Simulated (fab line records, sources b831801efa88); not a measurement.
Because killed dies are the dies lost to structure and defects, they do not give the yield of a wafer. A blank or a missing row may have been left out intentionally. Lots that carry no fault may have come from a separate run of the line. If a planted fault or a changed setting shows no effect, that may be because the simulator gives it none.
Check for tools in common | flow gf180mcu | 12 lots, 36 wafers sampled

## THE REASON FOR OPENING IT
Of 12 lots, 3 have the reading LVPWELL_TW flagged at GF_LVPWELL_TW_MEAS_11. Fault-free wafers read 559, with a standard deviation of 4.8.
Rule: a lot is flagged when every wafer of it that has a number lies more than 4 standard deviations from that mean, or none has a number. All remaining lots are regarded as sound.

lot  | measured    | on            | LVPWELL_TW, wafer by wafer | flag
L360 | day 3 23:45 | film-metro-04 | 560 563 563                |
L361 | day 4 04:48 | film-metro-04 | 563 565 564                |
L363 | day 4 12:55 | film-metro-01 | 562 561 556                |
L365 | day 5 03:07 | film-metro-02 | 551 551 550                |
L366 | day 5 07:31 | film-metro-01 | 565 565 561                |
L367 | day 5 12:21 | film-metro-01 | 621 619 619                | FLAGGED
L368 | day 5 18:34 | film-metro-01 | 620 618 618                | FLAGGED
L370 | day 6 05:47 | film-metro-01 | 561 564 564                |
L372 | day 6 13:00 | film-metro-01 | 614 615 617                | FLAGGED
L380 | day 8 21:15 | film-metro-04 | 559 562 564                |
L382 | day 9 06:11 | film-metro-02 | 553 552 551                |
L383 | day 9 09:16 | film-metro-02 | 553 551 557                |
The numbers of the flagged lots are 618 on average: +59 against the usual, or +12 standard deviations.

## LOT BY LOT: THE TOOL USED
Before the reading, the record contains 2 process steps out of a 602-step route. In each cell: the tool, then ch and the chambers that the sampled wafers went through, then the start.
lot  | flag    | GF_STI_STRIP_15                     | GF_LVPWELL_IMPLANT_08
L360 |         | plasma-asher-04 ch 1, day 2 04:40   | implanter-03 ch 0, day 3 23:21
L361 |         | plasma-asher-02 ch 0,1, day 2 07:53 | implanter-04 ch 0, day 4 04:25
L363 |         | plasma-asher-03 ch 0, day 2 17:44   | implanter-02 ch 0, day 4 12:31
L365 |         | plasma-asher-04 ch 0,1, day 3 04:29 | implanter-04 ch 0, day 5 02:42
L366 |         | plasma-asher-03 ch 0,1, day 3 08:25 | implanter-02 ch 0, day 5 07:10
L367 | FLAGGED | plasma-asher-02 ch 0,1, day 3 13:34 | implanter-02 ch 0, day 5 11:57
L368 | FLAGGED | plasma-asher-02 ch 0, day 3 19:59   | implanter-02 ch 0, day 5 18:10
L370 |         | plasma-asher-02 ch 0,1, day 4 05:05 | implanter-04 ch 0, day 6 05:23
L372 | FLAGGED | plasma-asher-02 ch 0,1, day 4 15:13 | implanter-02 ch 0, day 6 12:36
L380 |         | plasma-asher-02 ch 0,1, day 6 15:07 | implanter-03 ch 0, day 8 20:51
L382 |         | plasma-asher-02 ch 0, day 6 23:22   | implanter-04 ch 0, day 9 05:47
L383 |         | plasma-asher-03 ch 0,1, day 7 01:50 | implanter-02 ch 0, day 9 08:52
What these steps do:
- GF_STI_STRIP_15: strips in O2/N2.
- GF_LVPWELL_IMPLANT_08
- GF_LVPWELL_TW_MEAS_11

## FLAGGED AGAINST TOTAL, ONE TOOL AT A TIME (gauges that did the reading follow at the end)
step                  | tool            | lots run | flagged | share of the flagged lots | sound lots run after its first flagged lot
GF_STI_STRIP_15       | plasma-asher-02 | 7        | 3       | all                       | 3 (L370,L380,L382)
GF_STI_STRIP_15       | plasma-asher-03 | 3        | 0       | none                      | -
GF_STI_STRIP_15       | plasma-asher-04 | 2        | 0       | none                      | -
GF_LVPWELL_IMPLANT_08 | implanter-02    | 6        | 3       | all                       | 1 (L383)
GF_LVPWELL_IMPLANT_08 | implanter-03    | 2        | 0       | none                      | -
GF_LVPWELL_IMPLANT_08 | implanter-04    | 4        | 0       | none                      | -
GF_LVPWELL_TW_MEAS_11 | film-metro-01   | 6        | 3       | all                       | 1 (L370)
GF_LVPWELL_TW_MEAS_11 | film-metro-02   | 3        | 0       | none                      | -
GF_LVPWELL_TW_MEAS_11 | film-metro-04   | 3        | 0       | none                      | -

## WHAT THE TABLE ALLOWS
plasma-asher-02 at GF_STI_STRIP_15, implanter-02 at GF_LVPWELL_IMPLANT_08 and film-metro-01 at GF_LVPWELL_TW_MEAS_11: these 3 rows of the table ran every flagged lot.
- plasma-asher-02 at GF_STI_STRIP_15: 3 of its 7 lots flagged. After the first flagged lot (L370, L380, L382), sound lots still ran on it; a lasting fault on the whole tool would not permit that.
- implanter-02 at GF_LVPWELL_IMPLANT_08: 3 of its 6 lots flagged. After the first flagged lot (L383), sound lots still ran on it; a lasting fault on the whole tool would not permit that. Its own readings (tilt-deg) fall more than 4 standard deviations out on all wafers of the flagged lots.
- film-metro-01 at GF_LVPWELL_TW_MEAS_11: 3 of its 6 lots flagged. After the first flagged lot (L370), sound lots still ran on it; a lasting fault on the whole tool would not permit that.
There is no row in the table that ran each flagged lot and no sound lot after the first.

## WHAT THE SIMULATOR PUT IN
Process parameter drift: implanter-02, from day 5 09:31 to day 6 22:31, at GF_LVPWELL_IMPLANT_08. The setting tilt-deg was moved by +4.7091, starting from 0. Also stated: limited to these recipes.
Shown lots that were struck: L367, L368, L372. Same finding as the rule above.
